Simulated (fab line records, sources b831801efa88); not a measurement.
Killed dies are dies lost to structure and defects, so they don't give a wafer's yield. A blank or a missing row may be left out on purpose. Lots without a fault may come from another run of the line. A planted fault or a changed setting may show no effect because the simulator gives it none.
fab line records | flow gf180mcu
record lots=6 wafers=18 last_day=34
route steps=602 shown LVPWELL@56 MVSD@66 PASSIVATION@602
lots that met no fault: from a run of the same line without faults
start_h: hours from the record's first day to the start of the lot's first wafer shown | wait_h: hours since the lot's step before | " the same as in the row above | L1.1+2: a row that stands for several wafers | - no value, or no start given | * or withheld: withheld | < > ~ a bound
route shown NAME@n: a module of which the file shows steps, and the number in the route of the first | usual: mean/standard deviation of fault-free wafers | same: alike in all rows | chamber/n: place in a boat | sites: the reading at each site | _std_site: their standard deviation | _edge_site: outer sites' mean less inner sites' | radius_mm: how far each site lies from the wafer's centre | mask NAME#n: copy n | behind: the tool/chamber that last shaped the wafer | hold: why the lot was held/for how many hours/how that ended | device: the transistor (n, p or np) that didn't switch | end of line: the same wafers' tests at the end of the route | a step without rows: its recipe alone | killed: dies lost to structure and defects at the first sort, not the wafer's yield | map: a wafer's dies, x killed, . not, _ none there
set.NAME: the setting as run; set.NAME@STEP: as run at that earlier step | model.NAME: the simulator's own value behind a step, which no gauge read
lots at some steps of the route; a table a step, a row a wafer
services: from which hour (start_h, from the record's first day; less than 0 if before it) a tool's chamber was out of use, for how many hours, and why
## steps
# step GF_LVPWELL_COAT_02
# recipe spin_rpm=2000 resist_thk_nm=3000
# step GF_LVPWELL_SOFTBAKE_03
# recipe temp_c=110 time_s=withheld
# step GF_LVPWELL_EXPOSE_04
# recipe mask_id=LVPWELL target_cd_nm=600 na=0.6 source_shape=conventional sigma_outer=0.6 dose_mj=260
# step GF_LVPWELL_PEB_05
# recipe temp_c=115 time_s=withheld
# step GF_LVPWELL_DEVELOP_06
# recipe wall_angle_deg=90 develop_time_s=60 dev_temp_c=23
# step GF_LVPWELL_OVL_MEAS_07
# usual LVPWELL_OVL=0.5/1.1
# columns lot.wafer tool chamber start_h wait_h LVPWELL_OVL[nm]
L608.3 overlay-02 - 93.34 - 0.2
L608.5 " - " " -0.8
L608.6 " - " " -0.4
L611.2 overlay-02 - 109.88 - 3.5
L611.4 " - " " 1.9
L611.5 " - " " 3.0
L618.1 overlay-01 - 151.50 - 0.1
L618.2 " - " " -0.9
L618.6 " - " " -0.2
L622.1 overlay-02 - 171.45 - 0.1
L622.2 " - " " -0.1
L622.4 " - " " -0.3
L621.1 overlay-01 - 171.53 - -1.1
L621.5 " - " " 0.2
L621.6 " - " " -1.1
L625.1 overlay-02 - 187.47 - 0.2
L625.2 " - " " 0.6
L625.6 " - " " 0.5
# step GF_LVPWELL_IMPLANT_08
# recipe species=B energy_kev=170 dose_cm2=1.5e+13 tilt_deg=0
# step GF_LVPWELL_IMPLANT_09
# recipe species=B energy_kev=60 dose_cm2=5e+12 tilt_deg=0
# step GF_LVPWELL_STRIP_10
# recipe chemistry=O2/N2 power_w=1400 pressure_mtorr=1500 platen_temp_c=250 o2_flow_sccm=3000 n2_flow_sccm=300 overash_fraction=0.5
# usual drypump_motor_current_A=5.7/0.53 heater_power_w=351/31 oes_product_au=0.722/0.0046 strip_time_to_endpoint_s=37.01/0.11
# columns lot.wafer tool chamber start_h wait_h drypump_motor_current_A heater_power_w oes_product_au rf_hours_counter_h strip_time_to_endpoint_s
L608.3 plasma_asher-02 0 93.70 0.1 5.2 339 0.723 - 37.23
L608.5 " 0 " " 5.2 342 0.729 - 37.12
L608.6 " 1 " " 6.1 336 0.734 - 37.21
L611.2 plasma_asher-01 0 110.21 0.1 6.5 379 0.723 40 37.16
L611.4 " 1 " " 5.6 363 0.719 - 37.18
L611.5 " 1 " " 5.6 361 0.719 - 37.15
L618.1 plasma_asher-02 1 151.84 0.1 6.0 356 0.727 3 36.93
L618.2 " 0 " " 5.2 373 0.718 3 36.86
L618.6 " 1 " " 6.1 354 0.736 - 36.91
L622.1 plasma_asher-02 0 171.79 0.1 5.2 363 0.721 5 37.05
L622.2 " 1 " " 6.1 361 0.717 5 37.00
L622.4 " 0 " " 5.2 363 0.727 - 37.01
L621.1 plasma_asher-01 1 171.86 0.1 5.6 366 0.718 47 37.09
L621.5 " 1 " " 5.6 374 0.729 - 37.13
L621.6 " 0 " " 6.5 383 0.717 - 37.11
L625.1 plasma_asher-04 0 187.81 0.1 5.7 311 0.718 56 36.87
L625.2 " 1 " " 4.8 298 0.722 56 36.85
L625.6 " 1 " " 4.8 286 0.728 - 36.97
# step GF_LVPWELL_TW_MEAS_11
# usual LVPWELL_TW=558/3.2
# columns lot.wafer tool chamber start_h wait_h LVPWELL_TW
L608.3 film_metro-01 - 93.79 0.1 552
L608.5 " - " " 555
L608.6 " - " " 552
L611.2 film_metro-02 - 110.32 0.1 559
L611.4 " - " " 559
L611.5 " - " " 557
L618.1 film_metro-04 - 151.94 0.1 559
L618.2 " - " " 560
L618.6 " - " " 558
L622.1 film_metro-04 - 171.89 0.1 562
L622.2 " - " " 560
L622.4 " - " " 562
L621.1 film_metro-01 - 171.96 0.1 556
L621.5 " - " " 555
L621.6 " - " " 557
L625.1 film_metro-02 - 187.91 0.1 561
L625.2 " - " " 561
L625.6 " - " " 560
# step GF_MVSD_DEHYDRATE_00
# recipe temp_c=200 time_s=60
# step GF_MVSD_HMDS_01
# recipe prime_time_s=60 prime_temp_c=120
# step GF_MVSD_COAT_02
# recipe spin_rpm=2000 resist_thk_nm=3000
# columns lot.wafer tool chamber start_h wait_h model.coat_of_MVSD_COAT_02.thk_nm
L608.3+6 litho_track-01 0 99.43 0.1 3000
L608.5 " 0 " " 3005
L611.2 litho_track-02 0 117.34 0.1 3005
L611.4 " 0 " " 2994
L611.5 " 0 " " 2998
L618.1 litho_track-01 0 160.08 0.1 1340
L618.2 " 0 " " 1345
L618.6 " 0 " " 1342
L622.1 litho_track-01 0 179.58 0.1 1351
L622.2 " 0 " " 1347
L622.4 " 0 " " 1348
L621.1 litho_track-02 0 179.72 0.1 2990
L621.5 " 0 " " 3003
L621.6 " 0 " " 2991
L625.1 litho_track-03 0 196.17 0.1 2995
L625.2 " 0 " " 2990
L625.6 " 0 " " 2991
# step GF_MVSD_SOFTBAKE_03
# recipe temp_c=110 time_s=withheld
# step GF_MVSD_EXPOSE_04
# recipe mask_id=MVSD target_cd_nm=1000 na=0.6 source_shape=conventional sigma_outer=0.6 dose_mj=260
# step GF_MVSD_PEB_05
# recipe temp_c=115 time_s=withheld
# step GF_MVSD_DEVELOP_06
# recipe wall_angle_deg=90 develop_time_s=60 dev_temp_c=23
# columns lot.wafer tool chamber start_h wait_h model.coat_of_MVSD_COAT_02.thk_nm
L608.3+6 litho_track-03 0 - - 2999
L608.5 " 0 " " 3004
L611.2 litho_track-02 0 - - 3004
L611.4 " 0 " " 2993
L611.5 " 0 " " 2996
L618.1 litho_track-03 0 - - 1339
L618.2 " 0 " " 1344
L618.6 " 0 " " 1341
L622.1 litho_track-02 0 - - 1350
L622.2+4 " 0 " " 1346
L621.1 litho_track-02 0 - - 2989
L621.5 " 0 " " 3002
L621.6 " 0 " " 2990
L625.1 litho_track-01 0 - - 2994
L625.2 " 0 " " 2989
L625.6 " 0 " " 2990
# step GF_MVSD_OVL_MEAS_07
# usual MVSD_OVL=-0.1/1.4
# columns lot.wafer tool chamber start_h wait_h MVSD_OVL[nm]
L608.3 overlay-02 - 106.74 - 0.0
L608.5 " - " " -1.8
L608.6 " - " " -0.7
L611.2 overlay-01 - 124.63 - 0.0
L611.4 " - " " -0.2
L611.5 " - " " 1.3
L618.1 overlay-01 - 167.67 - -1.2
L618.2 " - " " -2.5
L618.6 " - " " -1.8
L622.1 overlay-01 - 188.02 - -1.2
L622.2 " - " " -0.1
L622.4 " - " " -0.6
L621.1 overlay-02 - 188.67 - -1.8
L621.5 " - " " -0.1
L621.6 " - " " -1.3
L625.1 overlay-01 - 204.58 - -0.3
L625.2 " - " " -0.3
L625.6 " - " " -0.2
# step GF_MVSD_IMPLANT_08
# recipe species=P energy_kev=400 dose_cm2=1.6e+13 tilt_deg=0
# step GF_MVSD_IMPLANT_09
# recipe species=P energy_kev=100 dose_cm2=5e+12 tilt_deg=0
# step GF_MVSD_STRIP_10
# recipe chemistry=O2/N2 power_w=1400 pressure_mtorr=1500 platen_temp_c=250 o2_flow_sccm=3000 n2_flow_sccm=300 overash_fraction=0.5
# usual drypump_motor_current_A=6.0/0.39 heater_power_w=359/23 oes_product_au=0.723/0.0045 strip_time_to_endpoint_s=36.97/0.11
# columns lot.wafer tool chamber start_h wait_h drypump_motor_current_A heater_power_w oes_product_au rf_hours_counter_h strip_time_to_endpoint_s
L608.3 plasma_asher-02 0 107.09 0.1 5.2 342 0.725 - 36.96
L608.5 " 0 " " 5.2 342 0.719 - 37.00
L608.6 " 1 " " 6.1 340 0.722 - 36.95
L611.2 plasma_asher-01 1 124.96 0.1 5.6 369 0.728 42 37.03
L611.4 " 0 " " 6.4 384 0.726 - 36.88
L611.5 " 0 " " 6.4 386 0.714 - 36.92
L618.1 plasma_asher-01 1 168.01 0.1 5.6 370 0.720 46 17.58
L618.2 " 0 " " 6.5 379 0.714 46 17.62
L618.6 " 0 " " 6.4 376 0.719 - 17.60
L622.1 plasma_asher-03 1 188.35 0.1 6.2 358 0.717 42 17.68
L622.2 " 0 " " 6.1 312 0.717 42 17.64
L622.4 " 0 " " 6.2 315 0.719 - 17.66
L621.1 plasma_asher-03 0 189.00 0.1 6.2 315 0.723 42 36.82
L621.5 " 1 " " 6.2 353 0.718 - 37.00
L621.6 " 0 " " 6.2 316 0.722 - 36.84
L625.1 plasma_asher-02 1 204.91 0.1 6.0 362 0.722 9 36.89
L625.2 " 0 " " 5.2 354 0.729 9 36.84
L625.6 " 1 " " 6.1 349 0.720 - 36.84
# step GF_MVSD_TW_MEAS_11
# usual MVSD_TW=1575/8.2
# columns lot.wafer tool chamber start_h wait_h MVSD_TW
L608.3 film_metro-02 - 107.18 0.1 1586
L608.5 " - " " 1590
L608.6 " - " " 1595
L611.2 film_metro-02 - 125.07 0.1 1573
L611.4 " - " " 1577
L611.5 " - " " 1578
L618.1 film_metro-04 - 168.11 0.1 1597
L618.2 " - " " 1587
L618.6 " - " " 1588
L622.1 film_metro-04 - 188.45 0.1 1576
L622.2 " - " " 1579
L622.4 " - " " 1580
L621.1 film_metro-04 - 189.10 0.1 1575
L621.5 " - " " 1587
L621.6 " - " " 1585
L625.1 film_metro-01 - 205.01 0.1 1565
L625.2 " - " " 1575
L625.6 " - " " 1570
# step GF_PASSIVATION_PROBE_99
# columns lot.wafer tool chamber start_h wait_h hold model.etest.ldnmos_10p0.r_on_ohm_um model.etest.ldnmos_10p0.drive_ua_um
L608.3 prober-01 - 703.50 0.2 - 3650 540.8
L608.5 prober-01 - 703.60 0.2 - 3652 542.9
L608.6 prober-01 - 703.65 0.2 - 3671 539
L611.2 prober-02 - 723.23 0.1 - 3686 536.9
L611.4 prober-02 - 723.33 0.2 - 3725 540.4
L611.5 prober-02 - 723.38 0.2 - 3703 539.6
L618.1 prober-02 - 776.55 0.1 await_dispo/10.2h/release 3570 576.7
L618.2 prober-02 - 776.60 0.1 await_dispo/10.2h/release 3617 558.9
L618.6 prober-02 - 776.80 0.2 await_dispo/10.2h/release 3595 566.7
L622.1 prober-02 - 790.02 0.1 await_dispo/0.8h/release 3658 543
L622.2 prober-02 - 790.07 0.1 await_dispo/0.8h/release 3646 548.5
L622.4 prober-02 - 790.17 0.2 await_dispo/0.8h/release 3608 546.6
L621.1 prober-01 - 793.42 0.1 - 3775 541.4
L621.5 prober-01 - 793.62 0.2 - 3786 539.5
L621.6 prober-01 - 793.67 0.2 - 3770 533.5
L625.1 prober-02 - 805.67 0.1 - 3730 528.1
L625.2 prober-02 - 805.72 0.1 - 3705 534.5
L625.6 prober-02 - 805.92 0.2 - 3730 530.7
# killed by level:class
L608.3 V4:geometric_particle:open=11 V3:geometric_particle:open=8 CONTACT:geometric_particle:open=5 CONTACT:geometric_particle:short=2 M1:geometric_particle:short=2 V2:geometric_particle:open=2 V1:geometric_particle:open=2 M4:geometric_particle:short=2
L608.5 V5:geometric_particle:open=7 M3:geometric_particle:short=5 CONTACT:geometric_particle:open=4 CONTACT:geometric_particle:short=4 V3:geometric_particle:open=4 V4:geometric_particle:open=3 V4:geometric_particle:short=3 V2:geometric_particle:short=1
L608.6 V2:geometric_particle:open=5 V3:geometric_particle:open=4 STI:geometric_particle:short=3 STI:geometric_particle:open=3 M4:geometric_particle:short=3 V4:geometric_particle:open=3 V5:geometric_particle:open=3 CONTACT:geometric_particle:short=2
L611.2 CONTACT:geometric_particle:open=6 V5:geometric_particle:open=5 V3:geometric_particle:open=5 CONTACT:geometric_particle:short=4 V4:geometric_particle:open=4 STI:geometric_particle:open=3 V1:geometric_particle:open=3 V2:geometric_particle:short=3
L611.4 V3:geometric_particle:open=9 CONTACT:geometric_particle:open=6 V1:geometric_particle:open=5 SALICIDE:geometric_particle:open=4 V5:geometric_particle:open=4 STI:geometric_particle:short=3 V2:geometric_particle:open=3 V4:geometric_particle:open=3
L611.5 V3:geometric_particle:open=6 STI:geometric_particle:short=4 M4:geometric_particle:short=4 V5:geometric_particle:open=4 CONTACT:geometric_particle:open=3 M1:geometric_particle:short=3 V4:geometric_particle:open=3 POLY_GATE:geometric_particle:open=2
L621.1 V1:geometric_particle:open=9 V2:geometric_particle:open=5 V4:geometric_particle:open=4 STI:geometric_particle:short=3 STI:geometric_particle:open=3 CONTACT:geometric_particle:open=3 V2:geometric_particle:short=3 V3:geometric_particle:open=3
L621.5 V2:geometric_particle:open=9 V1:geometric_particle:open=7 V5:geometric_particle:open=6 CONTACT:geometric_particle:open=4 V3:geometric_particle:open=4 STI:geometric_particle:open=3 V2:geometric_particle:short=3 V3:geometric_particle:short=3
L621.6 CONTACT:geometric_particle:open=5 V2:geometric_particle:open=5 V1:geometric_particle:open=4 V3:geometric_particle:short=4 V3:geometric_particle:open=4 V1:geometric_particle:short=3 V2:geometric_particle:short=3 V4:geometric_particle:open=3
L625.1 V1:geometric_particle:short=6 V4:geometric_particle:open=5 V2:geometric_particle:short=4 STI:geometric_particle:short=3 V1:geometric_particle:open=3 V2:geometric_particle:open=3 STI:geometric_particle:open=2 M1:geometric_particle:short=2
L625.2 V2:geometric_particle:open=11 V4:geometric_particle:open=5 V1:geometric_particle:open=5 V3:geometric_particle:open=5 V5:geometric_particle:open=5 STI:geometric_particle:open=4 CONTACT:geometric_particle:short=4 CONTACT:geometric_particle:open=4
L625.6 V2:geometric_particle:open=6 V1:geometric_particle:short=5 V4:geometric_particle:open=5 POLY_GATE:geometric_particle:open=4 CONTACT:geometric_particle:short=3 M3:geometric_particle:short=3 V5:geometric_particle:open=3 CONTACT:geometric_particle:open=2
# map L608.3 (x killed, . not)
__________.........._________
________...........x.._______
______.x....x..........._____
_____.x..................____
____.x....x...............___
___....xx....xx............__
__.......x.................._
_.......................x....
_...xx....x...x......xx......
_...x...................x....
_..x..............x......x...
_....x.x...x.........x.......
_...............x............
_x...................x.......
_............................
__......x.............x.x..._
___x.................x.....__
____x..........x..........___
_____......x.............____
______..x............x.._____
________x..x.........._______
__________....x....._________
# map L621.5 (x killed, . not)
__________....x.x..._________
________..xx.......x.._______
______.............x...x_____
_____......x.......x..xx.____
____..........x...........___
___.........x..x....x......__
__......x......x.......x...._
_...............x.x.....x....
_.xx...x.....x..........x....
_...x.....x......x.....xx....
_.............x..............
_.....x......................
_....................x.....x.
_xx..........................
_.....................x......
__...........x....x........._
___.....x......x........x..__
____..x.................x.___
_____...x.........xx..x..____
______x................._____
________x.xx......x..._______
__________.........._________
## services
# columns tool chamber start_h hours kind
plasma_asher-03 - 73.25 14.6 pm
plasma_asher-04 - 103.48 4.2 repair
plasma_asher-02 - 108.75 9.0 pm
plasma_asher-02 0 108.75 9.0 vent_cycle
plasma_asher-02 1 108.75 9.0 vent_cycle
plasma_asher-03 - 110.46 1.0 repair
plasma_asher-02 0 117.75 - clean
plasma_asher-02 1 117.75 - clean
plasma_asher-01 - 181.17 1.0 repair
## key
first_sign step=GF_MVSD_STRIP_10 reading=strip_time_to_endpoint_s direction=down sigmas=99+ usual=* struck=*
effect step=GF_PASSIVATION_PROBE_99 reading=hold direction=added
model_effect step=GF_MVSD_COAT_02 value=coat_of_MVSD_COAT_02.thk_nm without=3004 struck=1345
model_effect step=GF_MVSD_DEVELOP_06 value=coat_of_MVSD_COAT_02.thk_nm without=3003 struck=1344
model_effect step=GF_PASSIVATION_PROBE_99 value=etest.ldnmos_10p0.r_on_ohm_um without=3721 struck=3616
met_at GF_MVSD_COAT_02
struck_wafers L618.1,L618.2,L618.6,L622.1,L622.2,L622.4
sort_left_out L618.1,L618.2,L618.6,L622.1,L622.2,L622.4
tester_left_out L618,L622
onset_between 99.43 160.08
also_fits GF_LVPWELL_STRIP_10:plasma_asher-02
fault kind=process_parameter_drift tool=litho_track-01 chamber=- onset_h=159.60 steps=GF_MVSD_COAT_02 channel=resist_thk_nm offset=* shape=step end_h=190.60 acts_in=* stated=*
# tester_left_out: of these lots the tester's yield and bins aren't shown, on N5 and GAA mostly nor the transistor test; their killed dies are dies lost to structure and defects alone, not to doping, threshold or leakage, so they don't give the yield
# sort_left_out: the simulated sort isn't trusted on such a fault, so these wafers' sort isn't shown, and their yield isn't known
